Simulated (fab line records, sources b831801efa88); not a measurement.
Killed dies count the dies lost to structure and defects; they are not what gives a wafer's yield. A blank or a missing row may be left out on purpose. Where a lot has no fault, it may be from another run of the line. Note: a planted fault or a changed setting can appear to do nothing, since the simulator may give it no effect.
Chamber matching :: flow gf180mcu :: 4 sister chambers for GF_CONTACT_CMP_27 on cmp-01
The step polishes, stops on SiO2, t overpolish 15 s, target thk 0 nm. 8 wafers are shown with their chamber, then 9 later ones without.

WAFERS WITH THEIR CHAMBER
wafer: L572.3
chamber: 0
motor-current-A (A): 11.0
time-to-endpoint-s (s): 77

wafer: L573.2
chamber: 3
motor-current-A (A): 11.9
time-to-endpoint-s (s): 75

wafer: L573.4
chamber: 1
motor-current-A (A): 11.5
time-to-endpoint-s (s): 72

wafer: L574.1
chamber: 0
motor-current-A (A): 10.1
time-to-endpoint-s (s): 74

wafer: L574.4
chamber: 3
motor-current-A (A): 12.3
time-to-endpoint-s (s): 75

wafer: L580.1
chamber: 1
motor-current-A (A): 12.2
time-to-endpoint-s (s): 70

wafer: L580.3
chamber: 2
motor-current-A (A): 9.7
time-to-endpoint-s (s): 67

wafer: L580.5
chamber: 2
motor-current-A (A): 9.2
time-to-endpoint-s (s): 69

WAFERS MISSING THEIR CHAMBER
wafer: L588.1
motor-current-A (A): 12.6
time-to-endpoint-s (s): 73

wafer: L588.5
motor-current-A (A): 11.3
time-to-endpoint-s (s): 75

wafer: L588.6
motor-current-A (A): 10.3
time-to-endpoint-s (s): 73

wafer: L589.3
motor-current-A (A): 10.6
time-to-endpoint-s (s): 74

wafer: L589.5
motor-current-A (A): 11.2
time-to-endpoint-s (s): 73

wafer: L589.6
motor-current-A (A): 10.0
time-to-endpoint-s (s): 70

wafer: L590.3
motor-current-A (A): 11.2
time-to-endpoint-s (s): 69

wafer: L590.4
motor-current-A (A): 10.3
time-to-endpoint-s (s): 64

wafer: L590.6
motor-current-A (A): 9.6
time-to-endpoint-s (s): 67

CHAMBER TAKEN BY EACH
wafer: L588.1
from the rows above: can't be placed: 3 or 1
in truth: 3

wafer: L588.5
from the rows above: can't be placed: 0 or 3 or 1
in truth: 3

wafer: L588.6
from the rows above: can't be placed: 0 or 1
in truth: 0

wafer: L589.3
from the rows above: 0
in truth: 0

wafer: L589.5
from the rows above: can't be placed: 1 or 0 or 3
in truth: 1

wafer: L589.6
from the rows above: 2
in truth: 2

wafer: L590.3
from the rows above: can't be placed: 1 or 2
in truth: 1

wafer: L590.4
from the rows above: 2
in truth: 2

wafer: L590.6
from the rows above: 2
in truth: 2
Placed correctly: 4 of 9. These rows do not allow placing 5 (true chamber among the candidates in 5). 0 placed wrongly.
How it was worked out, from the rows above alone: a wafer's distance from a chamber is the root of the sum, over the readings, of the square of ((its reading less the chamber's mean) divided by the reading's scatter). The wafer belongs to the nearest chamber; if the next one is less than 2 further off, it can't be placed. For every chamber, the mean is computed from those of its wafers that are shown. The scatter: the root of (the sum of the squares of (reading less its chamber's mean) over the shown wafers, divided by (wafers less chambers)).
